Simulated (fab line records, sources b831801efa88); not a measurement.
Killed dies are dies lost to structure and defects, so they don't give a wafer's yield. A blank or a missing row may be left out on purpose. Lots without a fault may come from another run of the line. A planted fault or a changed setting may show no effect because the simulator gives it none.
fab line records | flow sky130 | part 1 of 2: steps 1 to 34 of 46
record lots=5 wafers=15 last_day=50
route steps=708 shown LDD_P@258 LDD_HVN@267 LDD_HVP@278 LDD_LDN@289
lots that met no fault: from a run of the same line without faults
start_h: hours from the record's first day to the start of the lot's first wafer shown | wait_h: hours since the lot's step before | " the same as in the row above | L1.1+2: a row that stands for several wafers | - no value, or no start given | * or withheld: withheld | < > ~ a bound
route shown NAME@n: a module of which the file shows steps, and the number in the route of the first | usual: mean/standard deviation of fault-free wafers | same: alike in all rows | chamber/n: place in a boat | sites: the reading at each site | _std_site: their standard deviation | _edge_site: outer sites' mean less inner sites' | radius_mm: how far each site lies from the wafer's centre | mask NAME#n: copy n | behind: the tool/chamber that last shaped the wafer | hold: why the lot was held/for how many hours/how that ended | device: the transistor (n, p or np) that didn't switch | end of line: the same wafers' tests at the end of the route | a step without rows: its recipe alone | killed: dies lost to structure and defects at the first sort, not the wafer's yield | map: a wafer's dies, x killed, . not, _ none there
set.NAME: the setting as run; set.NAME@STEP: as run at that earlier step | model.NAME: the simulator's own value behind a step, which no gauge read
lots at some steps of the route; a table a step, a row a wafer
services: from which hour (start_h, from the record's first day; less than 0 if before it) a tool's chamber was out of use, for how many hours, and why
## steps
# step SKY_LDD_P_SOFTBAKE_03
# recipe temp_c=90 time_s=60 resist=NOVOLAK
# columns lot.wafer tool chamber start_h wait_h
L084.1+2+3 litho_track-03 0 507.19 0.1
L088.2+5+6 litho_track-03 0 552.77 0.1
L089.1+5+6 litho_track-03 0 559.84 0.1
L090.2+3+5 litho_track-04 0 568.48 0.1
L094.2+3+4 litho_track-04 0 595.63 0.1
# step SKY_LDD_P_EXPOSE_04
# recipe mask_id=PSDM na=0.6 source_shape=conventional sigma_outer=0.6 polarization=unpolarized target_cd_nm=380 dose_mj=138
# usual focus_offset_nm=0.0/0.48 reticle_temp_C=23.01/0.1
# same sigma_outer=0.6
# columns lot.wafer tool chamber start_h wait_h mask focus_offset_nm reticle_temp_C
L084.1 iline_stepper-01 0 - - PSDM#0 -0.3 23.09
L084.2 " 0 " " PSDM#0 -0.1 22.85
L084.3 " 0 " " PSDM#0 0.4 22.91
L088.2 iline_stepper-02 0 - - PSDM#0 -0.3 23.15
L088.5 " 0 " " PSDM#0 0.3 22.97
L088.6 " 0 " " PSDM#0 -0.1 23.12
L089.1 iline_stepper-01 0 - - PSDM#0 -0.2 23.17
L089.5 " 0 " " PSDM#0 -0.8 23.25
L089.6 " 0 " " PSDM#0 -0.4 22.90
L090.2 iline_stepper-02 0 - - PSDM#0 0.2 23.02
L090.3 " 0 " " PSDM#0 0.4 22.96
L090.5 " 0 " " PSDM#0 1.0 23.16
L094.2 iline_stepper-02 0 - - PSDM#0 0.0 22.82
L094.3 " 0 " " PSDM#0 -0.6 23.01
L094.4 " 0 " " PSDM#0 0.4 22.72
# step SKY_LDD_P_PEB_05
# recipe temp_c=withheld time_s=* resist=NOVOLAK
# columns lot.wafer tool chamber start_h wait_h
L084.1+2+3 litho_track-01 0 - -
L088.2+5+6 litho_track-01 0 - -
L089.1+5+6 litho_track-03 0 - -
L090.2+3+5 litho_track-03 0 - -
L094.2+3+4 litho_track-01 0 - -
# step SKY_LDD_P_DEVELOP_06
# recipe resist=NOVOLAK developer=TMAH develop_time_s=60 dev_temp_c=23
# columns lot.wafer tool chamber start_h wait_h
L084.1+2+3 litho_track-01 0 522.72 0.1
L088.2+5+6 litho_track-01 0 567.50 0.1
L089.1+5+6 litho_track-03 0 574.79 0.1
L090.2+3+5 litho_track-03 0 582.82 0.1
L094.2+3+4 litho_track-01 0 609.70 0.1
# step SKY_LDD_P_CD_MEAS_07
# recipe target_cd_nm=380
# usual cd_nm=380.1/3
# columns lot.wafer tool chamber start_h wait_h cd_nm
L084.1 cd_sem-01 - 522.87 0.1 383.9
L084.2 " - " " 383.9
L084.3 " - " " 382.7
L088.2 cd_sem-02 - 567.64 0.1 375.8
L088.5 " - " " 376.5
L088.6 " - " " 378.8
L089.1 cd_sem-01 - 574.94 0.1 377.8
L089.5 " - " " 378.5
L089.6 " - " " 377.7
L090.2 cd_sem-02 - 582.96 0.1 385.8
L090.3 " - " " 384.0
L090.5 " - " " 384.8
L094.2 cd_sem-01 - 609.84 0.1 383.1
L094.3 " - " " 380.1
L094.4 " - " " 382.2
# step SKY_LDD_P_OVL_MEAS_08
# usual LDD_P_OVL=-0.1/1.3
# columns lot.wafer tool chamber start_h wait_h LDD_P_OVL[nm]
L084.1 overlay-01 - 522.99 0.1 1.3
L084.2 " - " " 0.6
L084.3 " - " " -0.9
L088.2 overlay-01 - 567.75 0.1 1.0
L088.5 " - " " 0.9
L088.6 " - " " 3.0
L089.1 overlay-01 - 575.06 0.1 -0.9
L089.5 " - " " 1.3
L089.6 " - " " -1.4
L090.2 overlay-02 - 583.07 0.1 2.4
L090.3 " - " " -0.6
L090.5 " - " " 0.4
L094.2 overlay-01 - 609.95 0.1 1.4
L094.3 " - " " 1.8
L094.4 " - " " 1.8
# step SKY_LDD_P_IMPLANT_09
# recipe species=BF2 energy_kev=25 dose_cm2=1e+13 tilt_deg=withheld
# columns lot.wafer tool chamber start_h wait_h
L084.1+2+3 implanter-04 0 523.03 0.0
L088.2+5+6 implanter-01 0 567.80 0.0
L089.1+5+6 implanter-01 0 575.10 0.0
L090.2+3+5 implanter-04 0 583.12 0.0
L094.2+3+4 implanter-04 0 610.00 0.0
# step SKY_LDD_P_STRIP_10
# recipe chemistry=O2/N2 power_w=1400 pressure_mtorr=1500 platen_temp_c=withheld o2_flow_sccm=3000 n2_flow_sccm=300 overash_fraction=0.5
# usual drypump_motor_current_A=5.9/0.66 oes_product_au=0.715/0.0044 strip_time_to_endpoint_s=14.19/0.04
# columns lot.wafer tool chamber start_h wait_h drypump_motor_current_A oes_product_au rf_hours_counter_h strip_time_to_endpoint_s
L084.1 plasma_asher-03 1 523.18 0.1 6.3 0.713 72 14.19
L084.2 " 0 " " 6.1 0.718 72 14.16
L084.3 " 0 " " 6.1 0.714 - 14.18
L088.2 plasma_asher-02 1 567.93 0.1 4.9 0.708 44 14.26
L088.5 " 1 " " 4.9 0.718 - 14.21
L088.6 " 0 " " 6.6 0.709 - 14.25
L089.1 plasma_asher-01 1 575.25 0.1 5.7 0.721 87 14.28
L089.5 " 0 " " 5.9 0.715 - 14.21
L089.6 " 1 " " 5.7 0.711 - 14.20
L090.2 plasma_asher-02 1 583.25 0.1 4.9 0.713 45 14.14
L090.3 " 1 " " 4.9 0.717 - 14.20
L090.5 " 1 " " 4.8 0.713 - 14.17
L094.2 plasma_asher-01 1 610.13 0.1 5.7 0.718 91 14.22
L094.3 " 0 " " 5.9 0.712 - 14.27
L094.4 " 1 " " 5.7 0.715 - 14.16
# step SKY_LDD_P_TW_MEAS_11
# usual LDD_P_TW=643/5.2
# columns lot.wafer tool chamber start_h wait_h LDD_P_TW
L084.1 film_metro-03 - 523.28 0.1 641
L084.2 " - " " 639
L084.3 " - " " 642
L088.2 film_metro-03 - 568.04 0.1 641
L088.5 " - " " 638
L088.6 " - " " 642
L089.1 film_metro-04 - 575.35 0.1 631
L089.5 " - " " 629
L089.6 " - " " 631
L090.2 film_metro-02 - 583.36 0.1 647
L090.3 " - " " 647
L090.5 " - " " 646
L094.2 film_metro-03 - 610.24 0.1 642
L094.3 " - " " 644
L094.4 " - " " 643
# step SKY_LDD_HVN_DEHYDRATE_00
# recipe temp_c=200 time_s=60
# columns lot.wafer tool chamber start_h wait_h
L084.1+2+3 litho_track-02 0 537.51 14.2
L088.2+5+6 litho_track-03 0 582.07 14.0
L089.1+5+6 litho_track-02 0 589.61 14.3
L090.2+3+5 litho_track-04 0 597.38 14.0
L094.2+3+4 litho_track-03 0 624.62 14.4
# step SKY_LDD_HVN_HMDS_01
# recipe prime_time_s=60 prime_temp_c=120
# columns lot.wafer tool chamber start_h wait_h
L084.1+2+3 litho_track-02 0 537.66 0.1
L088.2+5+6 litho_track-03 0 582.22 0.1
L089.1+5+6 litho_track-02 0 589.76 0.1
L090.2+3+5 litho_track-04 0 597.53 0.1
L094.2+3+4 litho_track-03 0 624.77 0.1
# step SKY_LDD_HVN_COAT_02
# recipe resist=NOVOLAK spin_rpm=3000 resist_thk_nm=300
# columns lot.wafer tool chamber start_h wait_h
L084.1+2+3 litho_track-02 0 537.81 0.1
L088.2+5+6 litho_track-03 0 582.37 0.1
L089.1+5+6 litho_track-02 0 589.91 0.1
L090.2+3+5 litho_track-04 0 597.68 0.1
L094.2+3+4 litho_track-03 0 624.92 0.1
# step SKY_LDD_HVN_SOFTBAKE_03
# recipe temp_c=90 time_s=60 resist=NOVOLAK
# columns lot.wafer tool chamber start_h wait_h
L084.1+2+3 litho_track-02 0 537.96 0.1
L088.2+5+6 litho_track-03 0 582.52 0.1
L089.1+5+6 litho_track-02 0 590.06 0.1
L090.2+3+5 litho_track-04 0 597.83 0.1
L094.2+3+4 litho_track-03 0 625.07 0.1
# step SKY_LDD_HVN_EXPOSE_04
# recipe mask_id=HVNTM na=0.6 source_shape=conventional sigma_outer=0.6 polarization=unpolarized target_cd_nm=700 dose_mj=127
# usual focus_offset_nm=0.1/0.49 reticle_temp_C=22.99/0.12
# same sigma_outer=0.6
# columns lot.wafer tool chamber start_h wait_h mask focus_offset_nm reticle_temp_C
L084.1 iline_stepper-01 0 - - HVNTM#0 0.5 22.92
L084.2 " 0 " " HVNTM#0 -0.6 23.04
L084.3 " 0 " " HVNTM#0 -0.1 23.02
L088.2 iline_stepper-01 0 - - HVNTM#0 -0.3 22.98
L088.5 " 0 " " HVNTM#0 0.1 22.76
L088.6 " 0 " " HVNTM#0 -0.2 22.76
L089.1 iline_stepper-01 0 - - HVNTM#0 0.7 23.15
L089.5 " 0 " " HVNTM#0 0.6 22.85
L089.6 " 0 " " HVNTM#0 0.7 23.03
L090.2 iline_stepper-02 0 - - HVNTM#0 0.0 22.93
L090.3 " 0 " " HVNTM#0 -0.7 22.88
L090.5 " 0 " " HVNTM#0 -1.0 22.78
L094.2 iline_stepper-01 0 - - HVNTM#0 0.1 23.09
L094.3 " 0 " " HVNTM#0 0.2 23.03
L094.4 " 0 " " HVNTM#0 0.1 23.13
# step SKY_LDD_HVN_PEB_05
# recipe temp_c=withheld time_s=* resist=NOVOLAK
# columns lot.wafer tool chamber start_h wait_h
L084.1+2+3 litho_track-03 0 - -
L088.2+5+6 litho_track-02 0 - -
L089.1+5+6 litho_track-02 0 - -
L090.2+3+5 litho_track-04 0 - -
L094.2+3+4 litho_track-02 0 - -
# step SKY_LDD_HVN_DEVELOP_06
# recipe resist=NOVOLAK developer=TMAH develop_time_s=60 dev_temp_c=23
# columns lot.wafer tool chamber start_h wait_h
L084.1+2+3 litho_track-03 0 552.14 0.1
L088.2+5+6 litho_track-02 0 596.73 0.1
L089.1+5+6 litho_track-02 0 604.31 0.1
L090.2+3+5 litho_track-04 0 612.03 0.1
L094.2+3+4 litho_track-02 0 639.53 0.1
# step SKY_LDD_HVN_OVL_MEAS_07
# usual LDD_HVN_OVL=0.3/1.1
# columns lot.wafer tool chamber start_h wait_h LDD_HVN_OVL[nm]
L084.1 overlay-01 - 552.29 0.1 1.3
L084.2 " - " " 0.0
L084.3 " - " " 1.2
L088.2 overlay-02 - 596.86 0.1 2.2
L088.5 " - " " 2.7
L088.6 " - " " 1.8
L089.1 overlay-01 - 604.46 0.1 -0.6
L089.5 " - " " -0.4
L089.6 " - " " 0.9
L090.2 overlay-01 - 612.16 0.1 -0.7
L090.3 " - " " -1.2
L090.5 " - " " -1.2
L094.2 overlay-02 - 639.66 0.1 0.1
L094.3 " - " " 2.6
L094.4 " - " " -2.2
# step SKY_LDD_HVN_IMPLANT_08
# recipe species=P energy_kev=60 dose_cm2=3e+13 tilt_deg=40
# columns lot.wafer tool chamber start_h wait_h
L084.1+2+3 implanter-02 0 552.33 0.0
L088.2+5+6 implanter-03 0 596.92 0.0
L089.1+5+6 implanter-02 0 604.49 0.0
L090.2+3+5 implanter-02 0 612.22 0.0
L094.2+3+4 implanter-01 0 639.72 0.0
# step SKY_LDD_HVN_STRIP_09
# recipe chemistry=O2/N2 power_w=1400 pressure_mtorr=1500 platen_temp_c=withheld o2_flow_sccm=3000 n2_flow_sccm=300 overash_fraction=0.5
# usual drypump_motor_current_A=6.2/0.51 oes_product_au=0.408/0.0048 strip_time_to_endpoint_s=4.133/0.014
# columns lot.wafer tool chamber start_h wait_h drypump_motor_current_A oes_product_au rf_hours_counter_h strip_time_to_endpoint_s
L084.1 plasma_asher-04 0 552.48 0.1 6.4 0.403 13 4.126
L084.2 " 1 " " 6.4 0.406 13 4.140
L084.3 " 0 " " 6.4 0.411 - 4.143
L088.2 plasma_asher-03 1 597.04 0.1 6.3 0.417 79 4.131
L088.5 " 1 " " 6.3 0.408 - 4.146
L088.6 " 0 " " 6.1 0.404 - 4.100
L089.1 plasma_asher-04 1 604.64 0.1 6.4 0.396 18 4.140
L089.5 " 1 " " 6.4 0.401 - 4.132
L089.6 " 0 " " 6.4 0.400 - 4.114
L090.2 plasma_asher-03 0 612.34 0.1 6.1 0.404 81 4.164
L090.3 " 1 " " 6.4 0.407 - 4.160
L090.5 " 0 " " 6.1 0.416 - 4.155
L094.2 plasma_asher-03 0 639.84 0.1 6.1 0.413 83 4.136
L094.3 " 1 " " 6.3 0.414 - 4.138
L094.4 " 0 " " 6.1 0.410 - 4.140
# step SKY_LDD_HVN_TW_MEAS_10
# usual LDD_HVN_TW=1444/12
# columns lot.wafer tool chamber start_h wait_h LDD_HVN_TW
L084.1 film_metro-04 - 552.58 0.1 1432
L084.2 " - " " 1435
L084.3 " - " " 1429
L088.2 film_metro-02 - 597.15 0.1 1460
L088.5 " - " " 1465
L088.6 " - " " 1472
L089.1 film_metro-04 - 604.74 0.1 1432
L089.5 " - " " 1423
L089.6 " - " " 1426
L090.2 film_metro-02 - 612.45 0.1 1457
L090.3 " - " " 1462
L090.5 " - " " 1457
L094.2 film_metro-04 - 639.95 0.1 1436
L094.3 " - " " 1447
L094.4 " - " " 1437
# step SKY_LDD_HVP_DEHYDRATE_00
# recipe temp_c=200 time_s=60
# columns lot.wafer tool chamber start_h wait_h
L084.1+2+3 litho_track-02 0 566.71 14.1
L088.2+5+6 litho_track-01 0 610.65 13.5
L089.1+5+6 litho_track-02 0 618.46 13.7
L090.2+3+5 litho_track-02 0 626.08 13.6
L094.2+3+4 litho_track-01 0 653.55 13.6
# step SKY_LDD_HVP_HMDS_01
# recipe prime_time_s=60 prime_temp_c=120
# columns lot.wafer tool chamber start_h wait_h
L084.1+2+3 litho_track-02 0 566.86 0.1
L088.2+5+6 litho_track-01 0 610.80 0.1
L089.1+5+6 litho_track-02 0 618.61 0.1
L090.2+3+5 litho_track-02 0 626.23 0.1
L094.2+3+4 litho_track-01 0 653.70 0.1
# step SKY_LDD_HVP_COAT_02
# recipe resist=NOVOLAK spin_rpm=3000 resist_thk_nm=300
# columns lot.wafer tool chamber start_h wait_h
L084.1+2+3 litho_track-02 0 567.01 0.1
L088.2+5+6 litho_track-01 0 610.95 0.1
L089.1+5+6 litho_track-02 0 618.76 0.1
L090.2+3+5 litho_track-02 0 626.38 0.1
L094.2+3+4 litho_track-01 0 653.85 0.1
# step SKY_LDD_HVP_SOFTBAKE_03
# recipe temp_c=90 time_s=60 resist=NOVOLAK
# columns lot.wafer tool chamber start_h wait_h
L084.1+2+3 litho_track-02 0 567.16 0.1
L088.2+5+6 litho_track-01 0 611.10 0.1
L089.1+5+6 litho_track-02 0 618.91 0.1
L090.2+3+5 litho_track-02 0 626.53 0.1
L094.2+3+4 litho_track-01 0 654.00 0.1
# step SKY_LDD_HVP_EXPOSE_04
# recipe mask_id=HVPTM na=0.6 source_shape=conventional sigma_outer=0.6 polarization=unpolarized target_cd_nm=700 dose_mj=86
# usual focus_offset_nm=0.1/0.6 reticle_temp_C=23.00/0.09
# same sigma_outer=0.6
# columns lot.wafer tool chamber start_h wait_h mask focus_offset_nm reticle_temp_C
L084.1 iline_stepper-02 0 - - HVPTM#0 0.0 23.10
L084.2 " 0 " " HVPTM#0 0.4 23.08
L084.3 " 0 " " HVPTM#0 0.3 22.93
L088.2 iline_stepper-02 0 - - HVPTM#0 -0.4 22.96
L088.5 " 0 " " HVPTM#0 0.7 22.89
L088.6 " 0 " " HVPTM#0 -0.4 23.09
L089.1 iline_stepper-01 0 - - HVPTM#0 0.5 22.94
L089.5 " 0 " " HVPTM#0 0.1 23.09
L089.6 " 0 " " HVPTM#0 0.6 22.98
L090.2 iline_stepper-01 0 - - HVPTM#0 0.3 23.17
L090.3 " 0 " " HVPTM#0 0.6 23.13
L090.5 " 0 " " HVPTM#0 1.0 23.03
L094.2 iline_stepper-02 0 - - HVPTM#0 0.9 22.92
L094.3 " 0 " " HVPTM#0 -0.1 22.97
L094.4 " 0 " " HVPTM#0 0.9 22.94
# step SKY_LDD_HVP_PEB_05
# recipe temp_c=withheld time_s=* resist=NOVOLAK
# columns lot.wafer tool chamber start_h wait_h
L084.1+2+3 litho_track-03 0 - -
L088.2+5+6 litho_track-01 0 - -
L089.1+5+6 litho_track-01 0 - -
L090.2+3+5 litho_track-02 0 - -
L094.2+3+4 litho_track-03 0 - -
# step SKY_LDD_HVP_DEVELOP_06
# recipe resist=NOVOLAK developer=TMAH develop_time_s=60 dev_temp_c=23
# columns lot.wafer tool chamber start_h wait_h
L084.1+2+3 litho_track-03 0 581.54 0.1
L088.2+5+6 litho_track-01 0 625.55 0.1
L089.1+5+6 litho_track-01 0 633.57 0.1
L090.2+3+5 litho_track-02 0 640.78 0.1
L094.2+3+4 litho_track-03 0 668.27 0.1
# step SKY_LDD_HVP_OVL_MEAS_07
# usual LDD_HVP_OVL=0.9/1.3
# columns lot.wafer tool chamber start_h wait_h LDD_HVP_OVL[nm]
L084.1 overlay-02 - 581.69 0.1 0.7
L084.2 " - " " -0.1
L084.3 " - " " 0.0
L088.2 overlay-01 - 625.68 0.1 -0.2
L088.5 " - " " 0.6
L088.6 " - " " -1.0
L089.1 overlay-01 - 633.72 0.1 0.6
L089.5 " - " " -0.3
L089.6 " - " " 0.9
L090.2 overlay-01 - 640.91 0.1 0.5
L090.3 " - " " 1.0
L090.5 " - " " 2.6
L094.2 overlay-01 - 668.40 0.1 1.0
L094.3 " - " " 2.4
L094.4 " - " " -0.5
# step SKY_LDD_HVP_IMPLANT_08
# recipe species=B energy_kev=20 dose_cm2=1.7e+13 tilt_deg=17.9
# columns lot.wafer tool chamber start_h wait_h
L084.1+2+3 implanter-03 0 581.73 0.0
L088.2+5+6 implanter-04 0 625.73 0.0
L089.1+5+6 implanter-02 0 633.76 0.0
L090.2+3+5 implanter-02 0 640.97 0.0
L094.2+3+4 implanter-02 0 668.45 0.0
# step SKY_LDD_HVP_STRIP_09
# recipe chemistry=O2/N2 power_w=1400 pressure_mtorr=1500 platen_temp_c=withheld o2_flow_sccm=3000 n2_flow_sccm=300 overash_fraction=0.5
# usual drypump_motor_current_A=6.19/0.28 oes_product_au=0.409/0.0043 strip_time_to_endpoint_s=4.135/0.015
# columns lot.wafer tool chamber start_h wait_h drypump_motor_current_A oes_product_au rf_hours_counter_h strip_time_to_endpoint_s
L084.1 plasma_asher-04 1 581.88 0.1 6.45 0.410 16 4.144
L084.2 " 0 " " 6.44 0.412 16 4.145
L084.3 " 0 " " 6.45 0.415 - 4.160
L088.2 plasma_asher-04 0 625.86 0.1 6.45 0.418 20 4.130
L088.5 " 0 " " 6.45 0.403 - 4.121
L088.6 " 1 " " 6.43 0.415 - 4.158
L089.1 plasma_asher-04 1 633.91 0.1 6.46 0.417 21 4.113
L089.5 " 0 " " 6.42 0.405 - 4.122
L089.6 " 1 " " 6.43 0.409 - 4.130
L090.2 plasma_asher-03 0 641.09 0.1 6.08 0.411 84 4.148
L090.3 " 0 " " 6.07 0.406 - 4.144
L090.5 " 1 " " 6.28 0.415 - 4.122
L094.2 plasma_asher-01 1 668.58 0.1 5.69 0.408 97 4.136
L094.3 " 0 " " 5.87 0.407 - 4.128
L094.4 " 1 " " 5.70 0.408 - 4.127
# step SKY_LDD_HVP_TW_MEAS_10
# usual LDD_HVP_TW=462/3.1
# columns lot.wafer tool chamber start_h wait_h LDD_HVP_TW
L084.1 film_metro-02 - 581.98 0.1 468
L084.2 " - " " 467
L084.3 " - " " 468
L088.2 film_metro-02 - 625.97 0.1 465
L088.5 " - " " 463
L088.6 " - " " 465
L089.1 film_metro-03 - 634.01 0.1 459
L089.5 " - " " 460
L089.6 " - " " 459
L090.2 film_metro-02 - 641.20 0.1 465
L090.3 " - " " 464
L090.5 " - " " 464
L094.2 film_metro-01 - 668.69 0.1 462
L094.3 " - " " 462
L094.4 " - " " 460
# step SKY_LDD_LDN_DEHYDRATE_00
# recipe temp_c=200 time_s=60
# columns lot.wafer tool chamber start_h wait_h
L084.1+2+3 litho_track-01 0 595.87 13.9
L088.2+5+6 litho_track-02 0 639.68 13.7
L089.1+5+6 litho_track-01 0 647.97 14.0
L090.2+3+5 litho_track-04 0 654.93 13.7
L094.2+3+4 litho_track-04 0 682.08 13.4
# step SKY_LDD_LDN_HMDS_01
# recipe prime_time_s=60 prime_temp_c=120
# columns lot.wafer tool chamber start_h wait_h
L084.1+2+3 litho_track-01 0 596.02 0.1
L088.2+5+6 litho_track-02 0 639.83 0.1
L089.1+5+6 litho_track-01 0 648.12 0.1
L090.2+3+5 litho_track-04 0 655.08 0.1
L094.2+3+4 litho_track-04 0 682.23 0.1
# step SKY_LDD_LDN_COAT_02
# recipe resist=NOVOLAK spin_rpm=3000 resist_thk_nm=1140
# columns lot.wafer tool chamber start_h wait_h
L084.1+2+3 litho_track-01 0 596.17 0.1
L088.2+5+6 litho_track-02 0 639.98 0.1
L089.1+5+6 litho_track-01 0 648.27 0.1
L090.2+3+5 litho_track-04 0 655.23 0.1
L094.2+3+4 litho_track-04 0 682.38 0.1
